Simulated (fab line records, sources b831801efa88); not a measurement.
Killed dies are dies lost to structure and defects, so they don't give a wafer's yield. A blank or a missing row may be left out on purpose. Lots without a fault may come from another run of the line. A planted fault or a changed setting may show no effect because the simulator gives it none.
fab line records | flow sky130
record lots=7 wafers=21 last_day=50
route steps=708 shown METAL2@504 VIA2@507 PAD_OPEN@708
lots that met no fault: from a run of the same line without faults
start_h: hours from the record's first day to the start of the lot's first wafer shown | wait_h: hours since the lot's step before | " the same as in the row above | L1.1+2: a row that stands for several wafers | - no value, or no start given | * or withheld: withheld | < > ~ a bound
route shown NAME@n: a module of which the file shows steps, and the number in the route of the first | usual: mean/standard deviation of fault-free wafers | same: alike in all rows | chamber/n: place in a boat | sites: the reading at each site | _std_site: their standard deviation | _edge_site: outer sites' mean less inner sites' | radius_mm: how far each site lies from the wafer's centre | mask NAME#n: copy n | behind: the tool/chamber that last shaped the wafer | hold: why the lot was held/for how many hours/how that ended | device: the transistor (n, p or np) that didn't switch | end of line: the same wafers' tests at the end of the route | a step without rows: its recipe alone | killed: dies lost to structure and defects at the first sort, not the wafer's yield | map: a wafer's dies, x killed, . not, _ none there
set.NAME: the setting as run; set.NAME@STEP: as run at that earlier step | model.NAME: the simulator's own value behind a step, which no gauge read
lots at some steps of the route; a table a step, a row a wafer
services: from which hour (start_h, from the record's first day; less than 0 if before it) a tool's chamber was out of use, for how many hours, and why
## steps
# step SKY_METAL2_STRIP_21
# recipe chemistry=post_etch_residue_remover time_s=1200 temp_c=72.5
# step SKY_METAL2_CLEAN_22
# recipe chemistry=IPA time_s=180 temp_c=25
# step SKY_METAL2_CLEAN_23
# recipe chemistry=O3/DIW dry=n2_spin
# step SKY_VIA2_HDPCVD_00
# recipe material=SiO2 target_thk_nm=1180 sigma_open_frac=0.3 time_s=196.7 temp_c=400 sih4_flow_sccm=60 pressure_mtorr=6
# step SKY_VIA2_THK_MEAS_01
# recipe reads=SiO2_of_VIA2_HDPCVD_00
# usual VIA2_HDPCVD_THK=1186/13
# columns lot.wafer tool chamber start_h wait_h VIA2_HDPCVD_THK[nm]
L218.2 film_metro-02 - 852.00 0.1 1165
L218.5 " - " " 1146
L218.6 " - " " 1184
L220.4 film_metro-04 - 887.54 0.0 1189
L220.5 " - " " 1187
L220.6 " - " " 1182
L222.1 film_metro-04 - 896.76 0.1 1186
L222.2 " - " " 1179
L222.4 " - " " 1183
L224.2 film_metro-02 - 907.01 0.1 1197
L224.3 " - " " 1191
L224.5 " - " " 1168
L225.2 film_metro-02 - 914.57 0.1 1217
L225.3 " - " " 1205
L225.6 " - " " 1210
L228.2 film_metro-01 - 942.70 0.1 1203
L228.4 " - " " 1206
L228.5 " - " " 1194
L234.1 film_metro-01 - 972.87 0.1 1176
L234.3 " - " " 1189
L234.6 " - " " 1183
# step SKY_VIA2_CMP_02
# recipe material=SiO2 down_force_psi=4 platen_rpm=60 pad_velocity_m_s=0.94248
# usual edge_zone_pressure_frac=1.001/0.0051 motor_current_A=12.6/2.1
# columns lot.wafer tool chamber start_h wait_h edge_zone_pressure_frac motor_current_A
L218.2 cmp-01 0 852.10 0.1 1.001 10.4
L218.5 " 3 " " 1.002 12.2
L218.6 " 0 " " 1.000 10.9
L220.4 cmp-02 0 887.67 0.1 0.999 12.5
L220.6 " 2 " " 0.998 10.8
L220.5 " 3 " " 1.001 13.9
L222.1 cmp-01 0 896.82 0.1 1.008 10.6
L222.2 " 1 " " 0.992 10.6
L222.4 " 2 " " 1.003 16.8
L224.2 cmp-02 1 907.11 0.1 1.000 13.7
L224.3 " 3 " " 1.004 14.1
L224.5 " 0 " " 1.001 12.2
L225.2 cmp-02 0 914.62 0.0 1.010 12.0
L225.3 " 3 " " 0.993 13.2
L225.6 " 1 " " 0.999 14.0
L228.4 cmp-02 1 943.26 0.5 1.010 13.0
L228.2 " 2 " " 0.999 11.6
L228.5 " 0 " " 1.003 12.2
L234.3 cmp-02 0 973.03 0.1 0.997 11.7
L234.1 " 1 " " 0.996 13.9
L234.6 " 3 " " 0.991 14.0
# step SKY_VIA2_BOW_MEAS_03
# recipe mode=bow
# usual VIA2_BOW=86/6.9
# columns lot.wafer tool chamber start_h wait_h VIA2_BOW[um]
L218.2 film_metro-04 - 852.37 0.2 94
L218.5 " - " " 83
L218.6 " - " " 69
L220.4 film_metro-02 - 887.93 0.2 76
L220.5 " - " " 79
L220.6 " - " " 89
L222.1 film_metro-02 - 897.12 0.2 82
L222.2 " - " " 88
L222.4 " - " " 79
L224.2 film_metro-04 - 907.38 0.2 82
L224.3 " - " " 81
L224.5 " - " " 78
L225.2 film_metro-02 - 914.94 0.3 86
L225.3 " - " " 83
L225.6 " - " " 91
L228.2 film_metro-01 - 943.48 0.1 89
L228.4 " - " " 88
L228.5 " - " " 83
L234.1 film_metro-01 - 973.23 0.1 79
L234.3 " - " " 78
L234.6 " - " " 76
# step SKY_VIA2_DEHYDRATE_04
# recipe temp_c=200 time_s=60
# step SKY_VIA2_HMDS_05
# recipe prime_time_s=60 prime_temp_c=120
# step SKY_VIA2_COAT_06
# recipe resist=BARC temp_c=withheld time_s=withheld spin_rpm=3000 resist_thk_nm=60
# step SKY_VIA2_COAT_07
# recipe resist=KrF-thick spin_rpm=3000 resist_thk_nm=450
# step SKY_VIA2_SOFTBAKE_08
# recipe temp_c=100 time_s=90 resist=KrF-thick
# step SKY_VIA2_EXPOSE_09
# recipe mask_id=VIM2 na=0.8 source_shape=annular sigma_inner=0.55 sigma_outer=0.85 target_cd_nm=200 dose_mj=38
# columns lot.wafer tool chamber start_h wait_h mask model.VIA2.overlay_x_nm
L218.2+5+6 krf_scanner-01 0 864.98 - VIM2#0 -1.228
L220.4+5+6 krf_scanner-02 0 900.72 - VIM2#0 3.979
L222.1+2+4 krf_scanner-01 0 910.08 - VIM2#0 -1.879
L224.2+3+5 krf_scanner-01 0 919.01 - VIM2#0 50.37
L225.2+3+6 krf_scanner-01 0 927.55 - VIM2#0 52.97
L228.2+4+5 krf_scanner-01 0 956.33 - VIM2#0 46.94
L234.1+3+6 krf_scanner-02 0 985.53 - VIM2#0 -4.108
# step SKY_VIA2_PEB_10
# recipe peb_temp_c=withheld peb_time_s=withheld resist=KrF-thick
# step SKY_VIA2_DEVELOP_11
# recipe develop_time_s=60 resist=KrF-thick dev_temp_c=21
# step SKY_VIA2_CD_MEAS_12
# recipe target_cd_nm=200
# usual cd_nm=200.3/1.6
# columns lot.wafer tool chamber start_h wait_h cd_nm
L218.2 cd_sem-01 - 878.05 - 199.9
L218.5 " - " " 199.9
L218.6 " - " " 198.3
L220.4 cd_sem-02 - 912.90 - 201.1
L220.5 " - " " 199.5
L220.6 " - " " 199.0
L222.1 cd_sem-02 - 921.26 - 200.4
L222.2 " - " " 199.7
L222.4 " - " " 200.5
L224.2 cd_sem-02 - 931.60 - 201.0
L224.3 " - " " 200.1
L224.5 " - " " 202.0
L225.2 cd_sem-01 - 939.71 - 203.6
L225.3 " - " " 203.1
L225.6 " - " " 202.4
L228.2 cd_sem-01 - 967.63 - 200.1
L228.4 " - " " 200.9
L228.5 " - " " 200.2
L234.1 cd_sem-01 - 996.87 - 196.2
L234.3 " - " " 197.8
L234.6 " - " " 198.4
# step SKY_VIA2_OVL_MEAS_13
# usual VIA2_OVL=1/5.6
# columns lot.wafer tool chamber start_h wait_h VIA2_OVL[nm]
L218.2 overlay-02 - 878.16 0.1 -1
L218.5 " - " " -2
L218.6 " - " " 3
L220.4 overlay-01 - 912.98 0.1 0
L220.5 " - " " 6
L220.6 " - " " 2
L222.1 overlay-02 - 921.38 0.1 6
L222.2 " - " " -1
L222.4 " - " " 9
L224.2 overlay-02 - 931.71 0.1 50
L224.3 " - " " 40
L224.5 " - " " 50
L225.2 overlay-01 - 939.82 0.1 56
L225.3 " - " " 58
L225.6 " - " " 55
L228.2 overlay-02 - 967.74 0.1 46
L228.4 " - " " 46
L228.5 " - " " 47
L234.1 overlay-01 - 996.99 0.1 -3
L234.3 " - " " -9
L234.6 " - " " -5
# step SKY_VIA2_ETCH_14
# recipe chemistry=N2/H2 target=BARC ion_energy_ev=200 source_w=500 bias_w=100 pressure_mtorr=30 n2_flow_sccm=100 h2_flow_sccm=200 stop_on=SiO2 time_s=45.9 target_depth_a=600
# usual drypump_motor_current_A=5.9/0.45 oes_product_au=0.854/0.0042 rf_fwd_power_W=495.3/2.1 throttle_valve_pct=13.225/0.0086
# columns lot.wafer tool chamber start_h wait_h drypump_motor_current_A oes_product_au rf_fwd_power_W rf_hours_counter_h throttle_valve_pct
L218.2 rie_diel-03 2 878.19 0.0 6.2 0.850 499.5 20 13.222
L218.5 " 3 " " 5.8 0.855 496.5 - 13.225
L218.6 " 0 " " 6.4 0.859 497.8 - 13.226
L220.4 rie_diel-02 3 913.02 0.0 6.1 0.855 493.0 - 13.235
L220.5 " 2 " " 5.4 0.853 496.3 - 13.220
L220.6 " 1 " " 5.9 0.853 495.8 - 13.220
L222.1 rie_diel-02 0 921.41 0.0 6.0 0.860 492.7 7 13.218
L222.2 " 2 " " 5.4 0.861 494.8 23 13.222
L222.4 " 1 " " 5.9 0.859 495.2 6 13.212
L224.2 rie_diel-03 3 931.74 0.0 5.7 0.847 498.0 19 13.226
L224.3 " 2 " " 6.2 0.850 497.5 22 13.222
L224.5 " 0 " " 6.4 0.848 497.1 - 13.229
L225.2 rie_diel-03 3 939.85 0.0 5.7 0.853 496.0 20 13.227
L225.3 " 2 " " 6.2 0.849 497.9 22 13.228
L225.6 " 0 " " 6.4 0.856 497.4 - 13.223
L228.2 rie_diel-04 2 967.77 0.0 5.7 0.847 497.2 17 13.223
L228.4 " 3 " " 5.2 0.862 496.5 12 13.235
L228.5 " 1 " " 6.4 0.844 496.2 - 13.228
L234.1 rie_diel-03 0 997.03 0.0 6.4 0.855 495.9 22 13.212
L234.3 " 3 " " 5.7 0.858 496.3 21 13.228
L234.6 " 1 " " 5.2 0.851 493.2 - 13.211
# step SKY_PAD_OPEN_PROBE_99
# usual defect_limited_yield=82.3/2 killed_at_M0_to_M3=43/7.3 killed_at_M4_up=3.1/1.7 killed_at_contacts=25/5.3 killed_at_front_end=15/4.3 killed_at_other=0.2/0.54 killed_dies=87/10 killed_open=48/7.6 killed_short=38/6.1 sort_bin_3_pad_short=0.9/0.42 sort_bin_5_function=10.5/1.5 sort_bin_6_memory=6.3/1.2 sort_n_pass=405/10 sort_yield_pct=82.3/2
# same gross_dies=492 killed_at_back_side=0 sort_bin_4_leakage[%]=0 sort_bin_8_speed[%]=0
# columns lot.wafer tool chamber start_h wait_h defect_limited_yield[%] killed_at_M0_to_M3 killed_at_M4_up killed_at_contacts killed_at_front_end killed_at_other killed_dies killed_open killed_short sort_bin_3_pad_short[%] sort_bin_5_function[%] sort_bin_6_memory[%] sort_n_pass sort_yield_pct[%]
L218.2 prober-01 - 1098.33 0.1 81.9 40 4 27 18 0 89 44 45 1.6 9.1 7.3 403 81.9
L218.5 prober-01 - 1098.48 0.2 80.3 45 6 29 17 0 97 55 42 0.4 11.4 7.9 395 80.3
L218.6 prober-01 - 1098.53 0.2 85.6 30 4 22 15 0 71 35 36 1.4 7.7 5.3 421 85.6
L220.4 prober-02 - 1127.56 0.2 81.7 44 3 29 14 0 90 57 33 1.2 12.4 4.7 402 81.7
L220.5 prober-02 - 1127.61 0.2 81.9 45 5 25 14 0 89 53 36 1.4 10.8 5.9 403 81.9
L220.6 prober-02 - 1127.66 0.2 83.5 44 4 20 13 0 81 34 47 0.4 11.4 4.7 411 83.5
L222.1 prober-01 - 1135.55 0.1 82.7 36 2 32 15 0 85 40 45 0.2 10.2 6.9 407 82.7
L222.2 prober-01 - 1135.60 0.1 80.9 51 3 25 15 0 94 57 37 1.0 10.6 7.5 398 80.9
L222.4 prober-01 - 1135.70 0.2 81.9 44 2 29 14 0 89 45 43 2.0 12.4 3.7 403 81.9
L224.2 prober-02 - 1143.69 0.1 84.6 39 5 22 10 0 76 42 34 1.0 8.5 5.9 416 84.6
L224.3 prober-02 - 1143.74 0.2 83.5 45 4 22 10 0 81 37 44 1.4 9.6 5.5 411 83.5
L224.5 prober-02 - 1143.84 0.2 83.9 30 2 34 13 0 79 43 36 0.8 10.8 4.5 413 83.9
L225.2 prober-02 - 1150.12 0.1 83.9 38 2 22 17 0 79 45 32 0.6 10.2 5.3 413 83.9
L225.3 prober-02 - 1150.17 0.2 82.5 48 3 18 16 1 86 52 34 1.2 8.9 7.3 406 82.5
L225.6 prober-02 - 1150.32 0.2 80.7 51 2 27 15 0 95 63 32 0.6 10.0 8.7 397 80.7
L228.2 prober-02 - 1171.72 0.1 83.9 36 4 22 17 0 79 49 30 0.6 9.8 5.7 413 83.9
L228.4 prober-02 - 1171.82 0.2 80.9 52 3 21 18 0 94 46 48 0.4 12.8 5.9 398 80.9
L228.5 prober-02 - 1171.87 0.2 82.9 38 2 29 15 0 84 52 32 0.6 10.0 6.5 408 82.9
# killed by level:class
L218.2 CONTACT:geometric_particle:open=14 VIA1:geometric_particle:open=11 METAL2:geometric_particle:short=11 FIELD_ISO:geometric_particle:short=6 LI_CONTACT:geometric_particle:open=5 VIA2:geometric_particle:open=5 POLY_GATE:geometric_particle:short=4 VIA1:geometric_particle:short=3
L218.5 VIA1:geometric_particle:open=11 CONTACT:geometric_particle:open=10 VIA3:geometric_particle:open=9 LI_CONTACT:geometric_particle:open=7 CONTACT:geometric_particle:short=5 FIELD_ISO:geometric_particle:short=4 FIELD_ISO:geometric_particle:open=4 VIA1:geometric_particle:short=4
L218.6 CONTACT:geometric_particle:open=8 VIA2:geometric_particle:open=7 VIA1:geometric_particle:open=6 METAL2:geometric_particle:short=5 CONTACT:geometric_particle:short=5 FIELD_ISO:geometric_particle:short=4 LI_CONTACT:geometric_particle:open=4 LOCAL_INTERCONNECT:geometric_particle:short=4
L220.4 CONTACT:geometric_particle:open=15 VIA1:geometric_particle:open=11 VIA2:geometric_particle:open=8 POLY_GATE:geometric_particle:open=6 LOCAL_INTERCONNECT:geometric_particle:short=6 VIA3:geometric_particle:open=6 METAL2:geometric_particle:short=5 LI_CONTACT:geometric_particle:open=3
L220.5 VIA1:geometric_particle:open=9 VIA2:geometric_particle:open=9 CONTACT:geometric_particle:open=7 LOCAL_INTERCONNECT:geometric_particle:short=6 VIA1:geometric_particle:short=6 POLY_GATE:geometric_particle:open=5 METAL1:geometric_particle:short=5 VIA3:geometric_particle:open=5
L220.6 VIA1:geometric_particle:open=11 CONTACT:geometric_particle:open=7 VIA1:geometric_particle:short=7 METAL2:geometric_particle:short=7 CONTACT:geometric_particle:short=6 METAL1:geometric_particle:short=6 POLY_GATE:geometric_particle:short=5 LI_CONTACT:geometric_particle:open=4
L222.1 VIA1:geometric_particle:open=12 CONTACT:geometric_particle:short=8 CONTACT:geometric_particle:open=8 METAL2:geometric_particle:short=7 LOCAL_INTERCONNECT:geometric_particle:short=6 LI_CONTACT:geometric_particle:short=5 LI_CONTACT:geometric_particle:open=5 FIELD_ISO:geometric_particle:open=4
L222.2 VIA3:geometric_particle:open=13 VIA1:geometric_particle:open=10 CONTACT:geometric_particle:open=7 METAL2:geometric_particle:short=7 VIA2:geometric_particle:open=7 POLY_GATE:geometric_particle:open=5 LI_CONTACT:geometric_particle:open=5 VIA1:geometric_particle:short=5
L222.4 VIA1:geometric_particle:open=15 LI_CONTACT:geometric_particle:open=12 CONTACT:geometric_particle:short=6 METAL2:geometric_particle:short=5 CONTACT:geometric_particle:open=5 METAL3:geometric_particle:short=5 LOCAL_INTERCONNECT:geometric_particle:short=4 VIA1:geometric_particle:short=4
L224.2 CONTACT:geometric_particle:open=9 METAL1:geometric_particle:short=9 VIA1:geometric_particle:open=7 METAL2:geometric_particle:short=5 CONTACT:geometric_particle:short=5 VIA2:geometric_particle:open=5 VIA3:geometric_particle:open=5 LI_CONTACT:geometric_particle:open=4
L224.3 CONTACT:geometric_particle:open=9 METAL1:geometric_particle:short=8 VIA2:geometric_particle:short=7 VIA1:geometric_particle:open=6 VIA2:geometric_particle:open=5 VIA3:geometric_particle:open=5 VIA3:geometric_particle:short=4 LOCAL_INTERCONNECT:geometric_particle:short=4
L224.5 LI_CONTACT:geometric_particle:open=12 CONTACT:geometric_particle:open=10 VIA1:geometric_particle:open=7 FIELD_ISO:geometric_particle:short=5 VIA3:geometric_particle:open=5 CONTACT:geometric_particle:short=5 FIELD_ISO:geometric_particle:open=4 LOCAL_INTERCONNECT:geometric_particle:short=4
L225.2 VIA1:geometric_particle:open=8 POLY_GATE:geometric_particle:short=7 LI_CONTACT:geometric_particle:open=7 VIA3:geometric_particle:open=6 CONTACT:geometric_particle:open=6 CONTACT:geometric_particle:short=6 VIA2:geometric_particle:open=6 METAL2:geometric_particle:short=4
L225.3 VIA1:geometric_particle:open=13 METAL2:geometric_particle:short=8 CONTACT:geometric_particle:open=7 POLY_GATE:geometric_particle:open=6 VIA3:geometric_particle:open=6 FIELD_ISO:geometric_particle:short=5 METAL2:geometric_particle:open=5 LI_CONTACT:geometric_particle:open=4
L225.6 VIA1:geometric_particle:open=15 CONTACT:geometric_particle:open=11 LI_CONTACT:geometric_particle:open=9 VIA3:geometric_particle:open=8 VIA2:geometric_particle:open=6 VIA1:geometric_particle:short=5 POLY_GATE:geometric_particle:short=4 POLY_GATE:geometric_particle:open=4
L228.2 VIA1:geometric_particle:open=11 LI_CONTACT:geometric_particle:open=9 CONTACT:geometric_particle:open=8 POLY_GATE:geometric_particle:short=6 METAL1:geometric_particle:short=6 FIELD_ISO:geometric_particle:open=5 VIA1:geometric_particle:short=4 VIA3:geometric_particle:open=4
L228.4 VIA1:geometric_particle:open=13 METAL1:geometric_particle:short=11 POLY_GATE:geometric_particle:short=8 CONTACT:geometric_particle:open=8 METAL2:geometric_particle:short=8 LI_CONTACT:geometric_particle:open=7 FIELD_ISO:geometric_particle:short=5 VIA1:geometric_particle:short=5
L228.5 CONTACT:geometric_particle:open=11 LI_CONTACT:geometric_particle:open=7 VIA2:geometric_particle:open=7 VIA1:geometric_particle:open=7 VIA1:geometric_particle:short=6 METAL1:geometric_particle:short=6 FIELD_ISO:geometric_particle:open=5 CONTACT:geometric_particle:short=4
## services
# columns tool chamber start_h hours kind
krf_scanner-02 - 828.55 4.0 pm
krf_scanner-01 - 834.85 1.3 pm
krf_scanner-02 - 842.01 1.4 repair
rie_diel-04 - 843.61 1.6 repair
krf_scanner-02 - 855.27 0.8 pm
rie_diel-03 1 858.35 1.2 repair
cmp-01 - 860.38 0.3 repair
krf_scanner-01 - 868.41 0.8 pm
rie_diel-03 3 868.54 2.5 repair
rie_diel-02 2 875.45 4.0 repair
cmp-01 - 884.03 6.3 pm
krf_scanner-02 - 893.52 1.0 pm
cmp-02 - 903.55 0.6 repair
krf_scanner-01 - 908.79 1.0 pm
cmp-01 - 912.46 4.0 pm
cmp-01 - 937.22 11.2 pm
rie_diel-02 - 939.32 2.8 pm
rie_diel-02 3 958.98 3.9 repair
krf_scanner-02 - 966.11 0.7 repair
cmp-02 - 976.79 14.1 pm
rie_diel-03 - 978.66 2.8 pm
rie_diel-02 1 987.06 4.1 repair
cmp-02 - 990.93 4.3 pm
rie_diel-02 1 992.92 3.9 repair
## key
first_sign step=SKY_VIA2_OVL_MEAS_13 reading=VIA2_OVL direction=up sigmas=8.7 usual=1 struck=50
effect none on later readings
model_effect step=SKY_VIA2_EXPOSE_09 value=VIA2.overlay_x_nm without=-4.277 struck=50.09
met_at SKY_VIA2_EXPOSE_09
struck_wafers L224.2,L224.3,L224.5,L225.2,L225.3,L225.6,L228.2,L228.4,L228.5
onset_between 910.08 919.01
fault kind=scanner_matching_overlay tool=krf_scanner-01 chamber=- onset_h=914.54 steps=SKY_VIA2_EXPOSE_09 offset=54.368
